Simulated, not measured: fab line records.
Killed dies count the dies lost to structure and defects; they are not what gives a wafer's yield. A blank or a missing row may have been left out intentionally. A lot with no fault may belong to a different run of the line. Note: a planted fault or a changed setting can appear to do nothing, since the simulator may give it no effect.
Which of the tools did it? | flow sky130 | 11 lots, 32 wafers sampled, at 5 steps of a route of 708

## WHAT THE GAUGES SHOWED, per wafer
SKY_LOCAL_INTERCONNECT_RS_MEAS_01: measures by four-point-probe.
lot  | measured     | on            | LOCAL_INTERCONNECT_TIN_RS (ohm/sq)
L362 | day 29 05:13 | film metro-04 | 13.86 13.89 13.84
L366 | day 30 15:44 | film metro-04 | 14.26 14.30 14.16
L368 | day 31 07:55 | film metro-03 | 16.31 13.84 14.12
L371 | day 32 00:58 | film metro-04 | 16.45 14.08
L373 | day 32 18:32 | film metro-03 | 16.41 14.25 14.20
L378 | day 34 14:59 | film metro-04 | 14.22 13.96 14.18
L379 | day 34 18:40 | film metro-03 | 13.91 14.17 14.16
L381 | day 35 06:04 | film metro-04 | 14.07 13.84 14.01
L382 | day 35 16:02 | film metro-04 | 14.40 14.53 14.39
L384 | day 36 03:53 | film metro-04 | 13.99 14.27 14.18
L385 | day 36 13:01 | film metro-01 | 14.25 14.36 14.30

SKY_LOCAL_INTERCONNECT_THK_MEAS_02: measures by xrf.
lot  | measured     | on            | LOCAL_INTERCONNECT_TIN_THK (nm)
L362 | day 29 05:20 | film metro-04 | 101.3 101.9 101.3
L366 | day 30 15:51 | film metro-04 | 99.0 99.3 100.0
L368 | day 31 08:01 | film metro-03 | 87.1 101.5 100.7
L371 | day 32 01:05 | film metro-04 | 86.2 99.0
L373 | day 32 18:38 | film metro-03 | 86.3 98.6 98.9
L378 | day 34 15:05 | film metro-04 | 98.3 100.1 99.2
L379 | day 34 18:46 | film metro-03 | 100.9 99.9 99.5
L381 | day 35 06:11 | film metro-04 | 99.8 101.6 100.7
L382 | day 35 16:09 | film metro-04 | 97.9 96.6 97.9
L384 | day 36 04:00 | film metro-04 | 100.6 99.4 99.5
L385 | day 36 13:07 | film metro-01 | 99.9 98.9 99.6

SKY_LOCAL_INTERCONNECT_OVL_MEAS_12.
lot  | measured     | on         | LOCAL_INTERCONNECT_OVL (nm)
L362 | day 30 09:03 | overlay-02 | -4 7 -4
L366 | day 31 19:25 | overlay-02 | -6 -11 -8
L368 | day 32 11:31 | overlay-01 | -2 4 -8
L371 | day 33 04:23 | overlay-02 | -2 9
L373 | day 33 20:58 | overlay-02 | 4 4 3
L378 | day 35 17:28 | overlay-01 | 2 1 3
L379 | day 35 20:25 | overlay-02 | -3 -2 0
L381 | day 36 07:37 | overlay-02 | -2 -4 -5
L382 | day 36 17:37 | overlay-01 | -2 1 -5
L384 | day 37 04:43 | overlay-02 | 4 0 -5
L385 | day 37 15:37 | overlay-01 | 3 0 -10

## WHAT TOOL EACH LOT RAN ON (gives the tool, then ch and the chambers of the sampled wafers, and finally the start)
lot  | SKY_LI_CONTACT_SPUTTER_19    | SKY_LOCAL_INTERCONNECT_SPUTTER_00
L362 | pvd sputter-03, day 29 04:25 | pvd sputter-01, day 29 05:10
L366 | pvd sputter-04, day 30 14:55 | pvd sputter-01, day 30 15:40
L368 | pvd sputter-02, day 31 07:04 | pvd sputter-01, day 31 07:49
L371 | pvd sputter-04, day 32 00:09 | pvd sputter-01, day 32 00:53
L373 | pvd sputter-02, day 32 17:42 | pvd sputter-01, day 32 18:26
L378 | pvd sputter-02, day 34 14:08 | pvd sputter-02, day 34 14:53
L379 | pvd sputter-03, day 34 17:49 | pvd sputter-02, day 34 18:34
L381 | pvd sputter-02, day 35 05:16 | pvd sputter-01, day 35 06:01
L382 | pvd sputter-03, day 35 15:13 | pvd sputter-01, day 35 15:58
L384 | pvd sputter-04, day 36 03:04 | pvd sputter-01, day 36 03:49
L385 | pvd sputter-02, day 36 12:11 | pvd sputter-03, day 36 12:55
- SKY_LI_CONTACT_SPUTTER_19: material Ti, target thk 20 nm, time 106.37 s.
- SKY_LOCAL_INTERCONNECT_SPUTTER_00: material TiN, target thk 100 nm, time 83.3 s.

## WHAT THE TOOLS THEMSELVES READ (means of the sampled wafers that have a number; where no wafer has one, the mark that the record gives instead)
SKY_LI_CONTACT_SPUTTER_19.
lot  | tool           | throttle valve pct (%)
L362 | pvd sputter-03 | 30.4
L366 | pvd sputter-04 | 30.2
L368 | pvd sputter-02 | 30.2
L371 | pvd sputter-04 | 31.2
L373 | pvd sputter-02 | 29.5
L378 | pvd sputter-02 | 29.9
L379 | pvd sputter-03 | 29.5
L381 | pvd sputter-02 | 29.6
L382 | pvd sputter-03 | 30.0
L384 | pvd sputter-04 | 30.2
L385 | pvd sputter-02 | 29.5

SKY_LOCAL_INTERCONNECT_SPUTTER_00.
lot  | tool           | throttle valve pct (%)
L362 | pvd sputter-01 | 31.1
L366 | pvd sputter-01 | 31.1
L368 | pvd sputter-01 | 29.9
L371 | pvd sputter-01 | 29.9
L373 | pvd sputter-01 | 29.7
L378 | pvd sputter-02 | 29.8
L379 | pvd sputter-02 | 29.9
L381 | pvd sputter-01 | 30.1
L382 | pvd sputter-01 | 31.5
L384 | pvd sputter-01 | 30.2
L385 | pvd sputter-03 | 30.6

## THE ANSWER, worked out from the rows above alone
Rule: usual is defined by the lots themselves. The widest of any qualifying gaps counts: lots, ordered by their means at a reading, are off when they make up no more than a third of the lots, leave a main group of 4 or more, and stand apart from it by 3 or more times the standard deviation of that group's means. A main group is skipped when, at the precision printed for the reading in the tables above, its means are all equal. A lot without any number at a reading at which 4 lots or more have one is off too. Any other lot the step has rows for is counted as sound. The gauges are gone through in route order, then the tools' own readings, and for those a lot's mean is taken as printed above. At the first step where some lot is off, the reading lying furthest off is the one used; lots without a number count as furthest.
None of the lots is off at any reading shown; this tells nothing.

## WHAT THE SIMULATOR HAD PUT IN
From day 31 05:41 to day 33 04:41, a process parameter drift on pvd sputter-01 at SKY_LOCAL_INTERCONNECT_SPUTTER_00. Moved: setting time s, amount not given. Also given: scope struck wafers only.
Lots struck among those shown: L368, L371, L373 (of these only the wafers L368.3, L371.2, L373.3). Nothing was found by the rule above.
